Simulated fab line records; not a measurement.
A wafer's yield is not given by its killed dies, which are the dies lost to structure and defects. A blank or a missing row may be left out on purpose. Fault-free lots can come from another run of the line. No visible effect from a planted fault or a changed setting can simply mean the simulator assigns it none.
Chamber matching || flow gf180mcu || GF_STI_CMP_25 on cmp-02 has 4 sister chambers
The step polishes, stops on Si3N4, t overpolish 33 s, target thk 524.6 nm. 7 wafers are shown with their chamber, then 7 later ones without.

## WAFERS WITH THEIR CHAMBER
{"wafer": "L833.2", "chamber": 0, "motor-current-A (A)": 13.9, "time-to-endpoint-s (s)": 127}
{"wafer": "L837.1", "chamber": 1, "motor-current-A (A)": 10.6, "time-to-endpoint-s (s)": 117}
{"wafer": "L841.2", "chamber": 3, "motor-current-A (A)": 11.6, "time-to-endpoint-s (s)": 110}
{"wafer": "L841.3", "chamber": 2, "motor-current-A (A)": 10.0, "time-to-endpoint-s (s)": 115}
{"wafer": "L841.4", "chamber": 1, "motor-current-A (A)": 10.5, "time-to-endpoint-s (s)": 111}
{"wafer": "L843.3", "chamber": 3, "motor-current-A (A)": 12.5, "time-to-endpoint-s (s)": 108}
{"wafer": "L843.5", "chamber": 2, "motor-current-A (A)": 10.7, "time-to-endpoint-s (s)": 116}

## WAFERS WITHOUT THEIR CHAMBER
{"wafer": "L843.6", "motor-current-A (A)": 11.0, "time-to-endpoint-s (s)": 114}
{"wafer": "L847.1", "motor-current-A (A)": 10.8, "time-to-endpoint-s (s)": 121}
{"wafer": "L847.3", "motor-current-A (A)": 11.6, "time-to-endpoint-s (s)": 110}
{"wafer": "L847.4", "motor-current-A (A)": 10.6, "time-to-endpoint-s (s)": 115}
{"wafer": "L853.1", "motor-current-A (A)": 13.6, "time-to-endpoint-s (s)": 114}
{"wafer": "L853.3", "motor-current-A (A)": 12.1, "time-to-endpoint-s (s)": 109}
{"wafer": "L853.6", "motor-current-A (A)": 12.3, "time-to-endpoint-s (s)": 106}

## THE CHAMBER EACH PASSED THROUGH
{"wafer": "L843.6", "from the rows above": "can't be placed: 1 or 2 or 3", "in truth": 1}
{"wafer": "L847.1", "from the rows above": "can't be placed: 2 or 1", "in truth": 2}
{"wafer": "L847.3", "from the rows above": "can't be placed: 3 or 1", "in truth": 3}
{"wafer": "L847.4", "from the rows above": "can't be placed: 1 or 2", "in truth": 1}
{"wafer": "L853.1", "from the rows above": "can't be placed: 3 or 0", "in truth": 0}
{"wafer": "L853.3", "from the rows above": 3, "in truth": 3}
{"wafer": "L853.6", "from the rows above": 3, "in truth": 3}
Correct placement for 2 of the 7. Unplaceable from these rows: 5, with the true chamber sitting among the candidates in 5. 0 placed wrongly.
How it was worked out, from the rows above alone: a wafer's distance from a chamber is the root of the sum, over the readings, of the square of ((its reading less the chamber's mean) divided by the reading's scatter). The wafer belongs to the nearest chamber; if the next one is less than 2 further off, it can't be placed. For every chamber, the mean is computed from those of its wafers that are shown. How the scatter is found: for the shown wafers, subtract from each reading the mean of its chamber, square and add these, divide the total by (wafers less chambers), then take the root.
